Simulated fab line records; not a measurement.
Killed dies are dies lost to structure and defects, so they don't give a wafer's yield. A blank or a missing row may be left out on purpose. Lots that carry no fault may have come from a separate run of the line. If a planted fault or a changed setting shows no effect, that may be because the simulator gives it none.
fab line records + flow sky130
record:
- lots: 5
- wafers: 15
- last-day: 50
route steps=708 shown LDD_HVP@281 LDD_LDN@289 PAD_OPEN@708
lots with no fault: from the same line, run without faults
start-h: the number of hours between the record's first day and the start of the first shown wafer of the lot + wait-h: hours from the lot's prior step to this one + " repeats the value in the row above + L1.1+2: one row covering several wafers at once + - either no value or no given start + * or withheld: withheld + < > ~ a bound
route shown NAME@n: names a module that has steps shown in the file, with the first one's number in the route + usual: mean/standard deviation of fault-free wafers + same: alike in all rows + chamber/n: place in a boat + sites: the reading at each site + _std_site: how widely they spread, as a standard deviation + _edge_site: inner sites' mean taken away from outer sites' mean + radius-mm: how far each site lies from the wafer's centre + mask NAME#n: copy n + behind: tool/chamber where the wafer was last shaped + hold: why the lot went on hold/how many hours it stayed there/how the hold came to an end + device: the n, p or np transistor that did not switch + end of line: the route-end tests of the same wafers + where a step has no rows: the recipe by itself + killed: at the first sort, the dies lost to defects and structure; wafer yield is something else + map: dies across one wafer; x = killed, . = not, _ = none there
set.NAME: setting as actually run; set.NAME@STEP: the setting as run at that earlier step + model.NAME: the simulator's own value behind a step, which no gauge read
lots at selected steps of the route; one table per step, one row per wafer
services: a tool's chamber out of use, with start hour (start-h, from the record's first day; less than 0 if before it), hours out, and reason
== steps ==
step: SKY_LDD_HVP_SOFTBAKE_03
recipe:
- temp-c: 90
- time-s: 60
- resist: NOVOLAK
step: SKY_LDD_HVP_EXPOSE_04
recipe:
- mask-id: HVPTM
- na: 0.6
- source-shape: conventional
- sigma-outer: 0.6
- polarization: unpolarized
- target-cd-nm: 700
- dose-mj: 86
step: SKY_LDD_HVP_PEB_05
recipe:
- temp-c: withheld
- time-s: *
- resist: NOVOLAK
step: SKY_LDD_HVP_DEVELOP_06
recipe:
- resist: NOVOLAK
- developer: TMAH
- develop-time-s: 60
- dev-temp-c: 23
step: SKY_LDD_HVP_OVL_MEAS_07
usual:
- LDD_HVP_OVL: -0.5/1.3
| lot.wafer | tool       | chamber | start-h | wait-h | LDD_HVP_OVL[nm] |
|-----------|------------|---------|---------|--------|-----------------|
| L671.2    | overlay-02 | -       | 516.52  | 0.1    | 0.9             |
| L671.3    | "          | -       | "       | "      | 1.0             |
| L671.6    | "          | -       | "       | "      | -0.2            |
| L676.1    | overlay-02 | -       | 580.37  | 0.1    | 1.0             |
| L676.3    | "          | -       | "       | "      | 1.3             |
| L676.4    | "          | -       | "       | "      | 0.5             |
| L684.2    | overlay-01 | -       | 636.12  | 0.1    | 0.8             |
| L684.4    | "          | -       | "       | "      | -0.6            |
| L684.5    | "          | -       | "       | "      | 0.9             |
| L686.1    | overlay-01 | -       | 649.24  | 0.1    | 1.1             |
| L686.2    | "          | -       | "       | "      | 0.6             |
| L686.6    | "          | -       | "       | "      | 0.4             |
| L690.2    | overlay-01 | -       | 675.07  | 0.1    | -1.2            |
| L690.3    | "          | -       | "       | "      | -2.1            |
| L690.4    | "          | -       | "       | "      | 0.3             |
step: SKY_LDD_HVP_IMPLANT_08
recipe:
- species: B
- energy-kev: 20
- dose-cm2: 1.7e+13
- tilt-deg: 17.9
step: SKY_LDD_HVP_STRIP_09
recipe:
- chemistry: O2/N2
- power-w: 1400
- pressure-mtorr: 1500
- platen-temp-c: withheld
- o2-flow-sccm: 3000
- n2-flow-sccm: 300
- overash-fraction: 0.5
usual:
- drypump-motor-current-A: 5.8/0.46
- n2-flow-sccm: 300.0/0.96
- oes-product-au: 0.409/0.0045
- strip-time-to-endpoint-s: 4.133/0.014
| lot.wafer | tool            | chamber | start-h | wait-h | drypump-motor-current-A | n2-flow-sccm | oes-product-au | rf-hours-counter-h | strip-time-to-endpoint-s |
|-----------|-----------------|---------|---------|--------|-------------------------|--------------|----------------|--------------------|--------------------------|
| L671.2    | plasma-asher-02 | 1       | 516.70  | 0.1    | 5.9                     | 300.1        | 0.409          | 65                 | 4.132                    |
| L671.3    | "               | 0       | "       | "      | 6.4                     | 299.9        | 0.396          | -                  | 4.129                    |
| L671.6    | "               | 1       | "       | "      | 5.9                     | 299.8        | 0.402          | -                  | 4.138                    |
| L676.1    | plasma-asher-02 | 0       | 580.55  | 0.1    | 6.4                     | 300.7        | 0.402          | 72                 | 4.138                    |
| L676.3    | "               | 0       | "       | "      | 6.4                     | 300.6        | 0.403          | -                  | 4.116                    |
| L676.4    | "               | 1       | "       | "      | 5.9                     | 300.8        | 0.400          | -                  | 4.129                    |
| L684.2    | plasma-asher-02 | 1       | 636.30  | 0.1    | 5.9                     | 299.8        | 0.403          | 77                 | 4.144                    |
| L684.4    | "               | 1       | "       | "      | 5.9                     | 300.9        | 0.413          | -                  | 4.156                    |
| L684.5    | "               | 1       | "       | "      | 5.9                     | 300.2        | 0.407          | -                  | 4.122                    |
| L686.1    | plasma-asher-03 | 0       | 649.42  | 0.1    | 5.3                     | 300.0        | 0.402          | 23                 | 4.122                    |
| L686.2    | "               | 1       | "       | "      | 5.4                     | 300.0        | 0.406          | 23                 | 4.099                    |
| L686.6    | "               | 0       | "       | "      | 5.3                     | 299.6        | 0.409          | -                  | 4.109                    |
| L690.2    | plasma-asher-02 | 0       | 675.25  | 0.1    | 6.4                     | 300.0        | 0.405          | 81                 | 4.135                    |
| L690.3    | "               | 0       | "       | "      | 6.5                     | 298.6        | 0.407          | -                  | 4.140                    |
| L690.4    | "               | 1       | "       | "      | 5.9                     | 299.0        | 0.422          | -                  | 4.132                    |
step: SKY_LDD_HVP_TW_MEAS_10
usual:
- LDD_HVP_TW: 454/3.2
| lot.wafer | tool          | chamber | start-h | wait-h | LDD_HVP_TW |
|-----------|---------------|---------|---------|--------|------------|
| L671.2    | film-metro-01 | -       | 516.81  | 0.1    | 456        |
| L671.3    | "             | -       | "       | "      | 452        |
| L671.6    | "             | -       | "       | "      | 454        |
| L676.1    | film-metro-03 | -       | 580.65  | 0.1    | 457        |
| L676.3    | "             | -       | "       | "      | 457        |
| L676.4    | "             | -       | "       | "      | 457        |
| L684.2    | film-metro-02 | -       | 636.41  | 0.1    | 456        |
| L684.4    | "             | -       | "       | "      | 453        |
| L684.5    | "             | -       | "       | "      | 454        |
| L686.1    | film-metro-01 | -       | 649.52  | 0.1    | 452        |
| L686.2    | "             | -       | "       | "      | 452        |
| L686.6    | "             | -       | "       | "      | 451        |
| L690.2    | film-metro-03 | -       | 675.36  | 0.1    | 461        |
| L690.3    | "             | -       | "       | "      | 459        |
| L690.4    | "             | -       | "       | "      | 458        |
step: SKY_LDD_LDN_DEHYDRATE_00
recipe:
- temp-c: 200
- time-s: 60
step: SKY_LDD_LDN_HMDS_01
recipe:
- prime-time-s: 60
- prime-temp-c: 120
step: SKY_LDD_LDN_COAT_02
recipe:
- resist: NOVOLAK
- spin-rpm: 3000
- resist-thk-nm: 1140
step: SKY_LDD_LDN_SOFTBAKE_03
recipe:
- temp-c: 90
- time-s: 60
- resist: NOVOLAK
step: SKY_LDD_LDN_EXPOSE_04
recipe:
- mask-id: LDNTM
- na: 0.6
- source-shape: conventional
- sigma-outer: 0.6
- polarization: unpolarized
- target-cd-nm: 700
- dose-mj: 140
usual:
- focus-offset-nm: 0.0/0.57
| lot.wafer | tool             | chamber | start-h | wait-h | mask       | focus-offset-nm |
|-----------|------------------|---------|---------|--------|------------|-----------------|
| L671.2    | iline-stepper-02 | 0       | 532.49  | -      | LDNTM#0    | -0.2            |
| L671.3    | "                | 0       | "       | "      | LDNTM#0    | -0.1            |
| L671.6    | "                | 0       | "       | "      | LDNTM#0    | -0.9            |
| L676.1    | iline-stepper-01 | 0       | 595.99  | -      | LDNTM#0    | -1.3            |
| L676.3    | "                | 0       | "       | "      | LDNTM#0    | 0.0             |
| L676.4    | "                | 0       | "       | "      | LDNTM#0    | -1.3            |
| L684.2    | iline-stepper-02 | 0       | 650.84  | -      | LDNTM_R1#0 | -0.4            |
| L684.4    | "                | 0       | "       | "      | LDNTM_R1#0 | 0.6             |
| L684.5    | "                | 0       | "       | "      | LDNTM_R1#0 | 0.5             |
| L686.1    | iline-stepper-02 | 0       | 663.27  | -      | LDNTM#0    | 0.6             |
| L686.2    | "                | 0       | "       | "      | LDNTM#0    | -0.2            |
| L686.6    | "                | 0       | "       | "      | LDNTM#0    | -0.5            |
| L690.2    | iline-stepper-01 | 0       | 689.79  | -      | LDNTM#0    | 0.1             |
| L690.3    | "                | 0       | "       | "      | LDNTM#0    | -0.4            |
| L690.4    | "                | 0       | "       | "      | LDNTM#0    | 0.3             |
step: SKY_LDD_LDN_PEB_05
recipe:
- temp-c: withheld
- time-s: *
- resist: NOVOLAK
step: SKY_PAD_OPEN_PROBE_99
usual:
- killed_at_M0_to_M3: 44/8.6
- killed_at_M4_up: 3.4/1.9
- killed-at-contacts: 23/5.7
- killed-at-front-end: 15/4.5
- killed-at-other: 0.4/0.62
- killed-dies: 86/11
- killed-on-rim: 17/4.5
- killed-open: 46/7.6
- killed-short: 39/6.3
same:
- gross-dies: 492
- killed-at-back-side: 0
| lot.wafer | tool      | chamber | start-h | wait-h | killed_at_M0_to_M3 | killed_at_M4_up | killed-at-contacts | killed-at-front-end | killed-at-other | killed-dies | killed-on-rim | killed-open | killed-short |
|-----------|-----------|---------|---------|--------|--------------------|-----------------|--------------------|---------------------|-----------------|-------------|---------------|-------------|--------------|
| L671.2    | prober-02 | -       | 1095.41 | 0.1    | 60                 | 7               | 18                 | 21                  | 0               | 106         | 28            | 51          | 55           |
| L671.3    | prober-02 | -       | 1095.46 | 0.2    | 51                 | 4               | 17                 | 13                  | 3               | 88          | 16            | 43          | 42           |
| L671.6    | prober-02 | -       | 1095.61 | 0.2    | 54                 | 5               | 17                 | 15                  | 0               | 91          | 19            | 51          | 39           |
| L676.1    | prober-01 | -       | 1138.46 | 0.1    | 48                 | 4               | 13                 | 15                  | 0               | 80          | 14            | 37          | 42           |
| L676.3    | prober-01 | -       | 1138.56 | 0.2    | 55                 | 2               | 20                 | 14                  | 0               | 91          | 17            | 49          | 42           |
| L676.4    | prober-01 | -       | 1138.61 | 0.2    | 37                 | 1               | 18                 | 12                  | 0               | 68          | 9             | 42          | 25           |
| L684.2    | prober-01 | -       | 1176.69 | 0.1    | 58                 | 5               | 22                 | 95                  | 1               | 181         | 66            | 50          | 51           |
| L684.4    | prober-01 | -       | 1176.79 | 0.2    | 31                 | 2               | 22                 | 110                 | 1               | 166         | 65            | 31          | 41           |
| L684.5    | prober-01 | -       | 1176.84 | 0.2    | 31                 | 2               | 28                 | 91                  | 0               | 152         | 57            | 43          | 32           |
| L686.1    | prober-01 | -       | 1180.14 | 0.1    | 61                 | 2               | 24                 | 13                  | 0               | 100         | 24            | 49          | 51           |
| L686.2    | prober-01 | -       | 1180.19 | 0.1    | 61                 | 3               | 28                 | 20                  | 0               | 112         | 21            | 66          | 46           |
| L686.6    | prober-01 | -       | 1180.39 | 0.2    | 30                 | 7               | 19                 | 20                  | 1               | 77          | 12            | 44          | 33           |
| L690.2    | prober-01 | -       | 1194.97 | 0.1    | 45                 | 5               | 18                 | 17                  | 0               | 85          | 12            | 52          | 33           |
| L690.3    | prober-01 | -       | 1195.02 | 0.2    | 39                 | 3               | 22                 | 13                  | 1               | 78          | 19            | 43          | 34           |
| L690.4    | prober-01 | -       | 1195.07 | 0.2    | 33                 | 2               | 15                 | 10                  | 1               | 61          | 6             | 34          | 27           |
killed by level:class
L671.2 VIA2:geometric-particle:open=15 VIA1:geometric-particle:open=12 POLY_GATE:geometric-particle:short=7 METAL1:geometric-particle:short=7 CONTACT:geometric-particle:open=6 VIA3:geometric-particle:short=6 VIA1:geometric-particle:short=6 METAL2:geometric-particle:short=6
L671.3 VIA2:geometric-particle:open=10 VIA1:geometric-particle:open=8 METAL2:geometric-particle:short=7 VIA3:geometric-particle:open=7 POLY_GATE:geometric-particle:short=5 METAL1:geometric-particle:short=5 FIELD_ISO:geometric-particle:open=4 LOCAL_INTERCONNECT:geometric-particle:short=4
L671.6 VIA1:geometric-particle:open=19 METAL2:geometric-particle:short=9 LI_CONTACT:geometric-particle:open=7 VIA1:geometric-particle:short=6 CONTACT:geometric-particle:open=6 VIA2:geometric-particle:open=6 FIELD_ISO:geometric-particle:short=4 METAL1:geometric-particle:short=4
L676.1 VIA1:geometric-particle:open=9 VIA2:geometric-particle:open=9 VIA3:geometric-particle:open=7 VIA1:geometric-particle:short=7 FIELD_ISO:geometric-particle:short=6 METAL1:geometric-particle:short=5 VIA3:geometric-particle:short=4 METAL4:geometric-particle:short=4
L676.3 VIA1:geometric-particle:open=12 VIA2:geometric-particle:open=8 CONTACT:geometric-particle:short=7 VIA3:geometric-particle:open=7 POLY_GATE:geometric-particle:open=6 CONTACT:geometric-particle:open=6 VIA2:geometric-particle:short=6 VIA1:geometric-particle:short=6
L676.4 VIA1:geometric-particle:open=14 CONTACT:geometric-particle:open=8 VIA2:geometric-particle:open=6 FIELD_ISO:geometric-particle:open=4 LI_CONTACT:geometric-particle:open=4 METAL2:geometric-particle:short=4 METAL1:geometric-particle:short=4 VIA3:geometric-particle:open=4
L684.2 LDD_LDN:area-expose=78 VIA1:geometric-particle:open=13 LI_CONTACT:geometric-particle:open=8 METAL1:geometric-particle:short=8 VIA2:geometric-particle:open=7 FIELD_ISO:geometric-particle:short=6 METAL2:geometric-particle:short=6 CONTACT:geometric-particle:open=5
L684.4 LDD_LDN:area-expose=94 LI_CONTACT:geometric-particle:open=7 METAL1:geometric-particle:short=7 LI_CONTACT:geometric-particle:short=5 VIA1:geometric-particle:open=5 CONTACT:geometric-particle:short=5 FIELD_ISO:geometric-particle:short=4 METAL3:geometric-particle:short=4
L684.5 LDD_LDN:area-expose=77 CONTACT:geometric-particle:open=11 LI_CONTACT:geometric-particle:open=7 VIA3:geometric-particle:open=6 CONTACT:geometric-particle:short=6 METAL3:geometric-particle:short=5 POLY_GATE:geometric-particle:open=4 METAL2:geometric-particle:short=4
L686.1 VIA3:geometric-particle:open=12 METAL1:geometric-particle:short=8 VIA1:geometric-particle:open=8 LI_CONTACT:geometric-particle:open=7 METAL2:geometric-particle:short=6 VIA1:geometric-particle:short=6 CONTACT:geometric-particle:open=5 METAL3:geometric-particle:short=5
L686.2 VIA1:geometric-particle:open=20 CONTACT:geometric-particle:open=15 VIA2:geometric-particle:open=9 VIA3:geometric-particle:open=8 VIA2:geometric-particle:short=6 FIELD_ISO:geometric-particle:open=5 POLY_GATE:geometric-particle:open=5 LI_CONTACT:geometric-particle:short=5
L686.6 VIA2:geometric-particle:open=11 CONTACT:geometric-particle:open=9 CONTACT:geometric-particle:short=7 POLY_GATE:geometric-particle:open=5 METAL2:geometric-particle:short=5 FIELD_ISO:geometric-particle:open=4 FIELD_ISO:geometric-particle:short=4 METAL4:geometric-particle:short=4
L690.2 VIA1:geometric-particle:open=11 VIA2:geometric-particle:open=9 LI_CONTACT:geometric-particle:open=8 METAL3:geometric-particle:short=6 POLY_GATE:geometric-particle:open=5 METAL2:geometric-particle:short=5 FIELD_ISO:geometric-particle:open=4 METAL1:geometric-particle:short=4
L690.3 CONTACT:geometric-particle:open=9 METAL1:geometric-particle:short=8 VIA1:geometric-particle:open=8 VIA2:geometric-particle:open=7 LI_CONTACT:geometric-particle:open=6 METAL2:geometric-particle:short=6 POLY_GATE:geometric-particle:short=5 VIA2:geometric-particle:short=4
L690.4 LI_CONTACT:geometric-particle:open=5 METAL1:geometric-particle:short=5 METAL2:geometric-particle:short=5 CONTACT:geometric-particle:short=4 CONTACT:geometric-particle:open=4 METAL1:geometric-particle:open=4 VIA1:geometric-particle:open=4 VIA2:geometric-particle:open=4
map L684.2 (x killed, . not)
__________x.x.x.xxxx_________
________.xx...x.xx.x.x_______
______x.....x.xxx..xx.x._____
_____.xxxx.x........x.x..____
____xx.x.x.xx.......x.xx..___
___.x.x.x.xx...x.....xx...x__
__xxxx....x.....x.....x...x._
_xx..x.x..........x.........x
_x...........x..x.......x.xxx
_xx.x..xx...............xx..x
_..xx..x...x.......x.x...x...
_x......x.........xx.x.x....x
_xxx......x............x...xx
_xxx....x..x........xx..xx.xx
_x.xx.x..x......x..x.xx.x.xxx
__x.x.......x......xxx..xxxx_
___.xxx..x.....x.........xx__
____.x..x.xx..x.....xxxx.x___
_____xxx.x.xx...........x____
______xxx..x.x...x.x.xxx_____
________..xxx...x.xx.x_______
__________x.xxxxxxxx_________
map L671.2 (x killed, . not)
__________xx...xx..._________
________.x....x...xx.._______
______.........x........_____
_____..xx..x.x....x....xx____
____.......x....xx.x....x.___
___.................x......__
__....xx.........x........xx_
_.........x....x....xx....x..
_........x........x.x.....x..
_.x....x.......x.xx..........
_x.......xxx.................
_.x...x..xx.xx..........x.x.x
_....xx...x.......x.......x..
_....xxx........x...x..x.x...
_x....x........x.....x.......
__x..x.x.....xx..........x.._
___xx.......xx...x.....x.x.__
____.x....x...x..xxxxx....___
_____...x.......x.xx.....____
______.x.x...........x.._____
________xxx.....x..x.._______
__________..x...x..x_________
== services ==
| tool             | chamber | start-h | hours | kind        |
|------------------|---------|---------|-------|-------------|
| plasma-asher-02  | -       | 560.32  | 1.0   | repair      |
| plasma-asher-02  | -       | 610.15  | 0.9   | repair      |
| iline-stepper-01 | -       | 619.67  | 1.7   | pm          |
| iline-stepper-01 | -       | 622.93  | 1.3   | repair      |
| iline-stepper-02 | -       | 638.26  | 1.7   | pm          |
| iline-stepper-01 | 0       | 669.64  | -     | calibration |
| iline-stepper-02 | 0       | 679.51  | -     | calibration |
== key ==
first-sign:
- step: SKY_LDD_LDN_EXPOSE_04
- reading: mask
- direction: changed
effect:
- step: SKY_PAD_OPEN_PROBE_99
- reading: killed-at-front-end
- direction: up
- sigmas: 18
- usual: 15
- struck: 99
more-kills-born-at:
- SKY_LDD_LDN_EXPOSE_04@iline-stepper-02: 249
met-at SKY_LDD_LDN_EXPOSE_04
struck-wafers L684.2,L684.4,L684.5
tester-left-out L684
onset-between 532.49 650.84
fault:
- kind: wrong-mask
- tool: any
- chamber: -
- onset-h: 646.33
- steps: SKY_LDD_LDN_EXPOSE_04
- aux-copy: LDNTM_R1#0
- cd-offset-nm: 105
- scope: struck-lots-only
tester-left-out: of these lots the tester's yield and bins aren't shown, on N5 and GAA mostly nor the transistor test; their killed dies are dies lost to structure and defects alone, not to doping, threshold or leakage, so they don't give the yield
